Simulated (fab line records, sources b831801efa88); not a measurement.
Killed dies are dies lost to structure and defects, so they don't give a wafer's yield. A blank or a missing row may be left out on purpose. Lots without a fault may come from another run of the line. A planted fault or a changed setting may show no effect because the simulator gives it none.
A struck lot beside a sound one | flow sky130 | 35 steps out of a route of 708
Sound: wafers L786.1, L786.4, L786.5. Struck: wafers L789.4, L789.5, L789.6. The cause comes at the end.
At each step with rows: each side's tool, then ch and its chambers, then its first start. Under that, the readings that differ: sound wafers | struck wafers | difference of the means | sigmas: that difference in standard deviations of wafers without a fault.
alike: readings whose means differ by less than 2 such deviations, and words and numbers that are the same on both sides. not compared: withheld readings, readings that some wafer has no value for, bounds like >300 that may hide the same value, and numbers for which the record gives no deviation and whose values overlap.
The two part at a step that has a row with sigmas, a row that says differs or no value, or rows on one side only. Numbers that don't overlap but have no deviation are shown without sigmas and don't part them. A reading that every wafer of one side lacks parts them only if that side has two wafers or more.

first, 10 steps without rows for these wafers: SKY_CONTACT_STRIP_19 (strips in O2/N2); SKY_CONTACT_STRIP_20 (strips in post etch residue remover, time 1200 s); SKY_CONTACT_CLEAN_21 (cleans in IPA, time 180 s); SKY_CONTACT_CLEAN_22 (cleans in O3/DIW); SKY_CONTACT_SPUTTER_23 (material TiN, target thk 20 nm, time 80 s); SKY_CONTACT_CVD_24 (deposits W, target thk 340 nm, time 102.12 s); SKY_CONTACT_CMP_27 (polishes, stops on SiO2, t overpolish 15 s, target thk 0 nm); SKY_METAL1_SPUTTER_00 (material Ti, target thk 15 nm, time 10 s); SKY_METAL1_SPUTTER_01 (material TiN, target thk 20 nm, time 16.7 s); SKY_METAL1_SPUTTER_02 (material AlCu, target thk 250 nm, time 13.3 s).
SKY_METAL1_SPUTTER_03: material Ti, target thk 5 nm, time 3.3 s.
  sound on pvd_sputter-01, day 37 17:12; struck on pvd_sputter-04, day 37 23:45
  alike: throttle_valve_pct
then, 23 steps without rows for these wafers: SKY_METAL1_SPUTTER_04 (material TiN, target thk 70 nm, time 58.3 s); SKY_METAL1_DEHYDRATE_07 (time 60 s); SKY_METAL1_HMDS_08 (prime time 60 s); SKY_METAL1_COAT_09 (resist thk 60 nm); SKY_METAL1_COAT_10 (resist thk 450 nm); SKY_METAL1_SOFTBAKE_11 (time 90 s); SKY_METAL1_EXPOSE_12 (exposes mask MM1, target cd 140 nm); SKY_METAL1_PEB_13; SKY_METAL1_DEVELOP_14 (develop time 60 s); SKY_METAL1_DESCUM_17 (chemistry O2, time 8 s); SKY_METAL1_ETCH_18 (etches BARC in N2/H2, stops on SiO2, time 45.9 s, target depth 60 nm); SKY_METAL1_METAL_ETCH_19 (etches the open film in Cl2/BCl3, stops on SiO2, target depth 360 nm, time 78 s); SKY_METAL1_STRIP_20 (strips in O2/N2); SKY_METAL1_STRIP_21 (strips in post etch residue remover, time 1200 s); SKY_METAL1_CLEAN_22 (cleans in IPA, time 180 s); SKY_METAL1_CLEAN_23 (cleans in O3/DIW); SKY_VIA1_HDPCVD_00 (deposits SiO2, target thk 1030 nm, time 171.7 s); SKY_VIA1_CMP_02 (polishes SiO2); SKY_VIA1_DEHYDRATE_04 (time 60 s); SKY_VIA1_HMDS_05 (prime time 60 s); SKY_VIA1_COAT_06 (resist thk 60 nm); SKY_VIA1_COAT_07 (resist thk 450 nm); SKY_VIA1_SOFTBAKE_08 (time 90 s).
-- the record jumps here: 12 days lie between the struck wafers' starts before and after (it left off in module VIA1 and takes up again in module PAD_OPEN, whose first step shown is number 708 of the route) --
SKY_PAD_OPEN_PROBE_99:
  sound on prober-01, day 50 05:58; struck on prober-01, day 50 09:26
  reading                               | sound               | struck            | difference | sigmas
  defect_limited_yield (%)              | 87.0 82.9 84.6      | 72.2 70.9 69.5    | -14.0      | -7
  killed_at_M0_to_M3                    | 33 39 44            | 96 106 111        | +66        | +9
  killed_dies                           | 64 84 76            | 137 143 150       | +69        | +7
  sort_bin_3_pad_short (%)              | 0.8 0.4 0.6         | 4.7 5.1 4.7       | +4.2       | +9
  sort_bin_5_function (%)               | 7.1 10.8 9.1        | 17.1 17.5 18.1    | +8.6       | +6
  sort_n_pass                           | 428 408 416         | 355 349 342       | -69        | -7
  sort_yield_pct (%)                    | 87.0 82.9 84.6      | 72.2 70.9 69.5    | -14.0      | -7
  model.etest.tester.sort_n_pass        | 428 408 416         | 355 349 342       | -69        |
  model.etest.tester.sort_yield_pct (%) | 86.99 82.93 84.55   | 72.15 70.94 69.51 | -13.96     |
  model.etest.tester.sort_bin_5_pct (%) | 7.114 10.77 9.146   | 17.07 17.48 18.09 | +8.54      |
  model.etest.tester.sort_bin_3_pct (%) | 0.813 0.4065 0.6098 | 4.675 5.081 4.675 | +4.201     |
  alike: killed_at_M4_up, killed_at_contacts, killed_at_front_end, killed_at_other, killed_open, killed_short, sort_bin_6_memory

WHERE THEY PART
Only at SKY_PAD_OPEN_PROBE_99, within this record.

WHY: what the simulator had put in
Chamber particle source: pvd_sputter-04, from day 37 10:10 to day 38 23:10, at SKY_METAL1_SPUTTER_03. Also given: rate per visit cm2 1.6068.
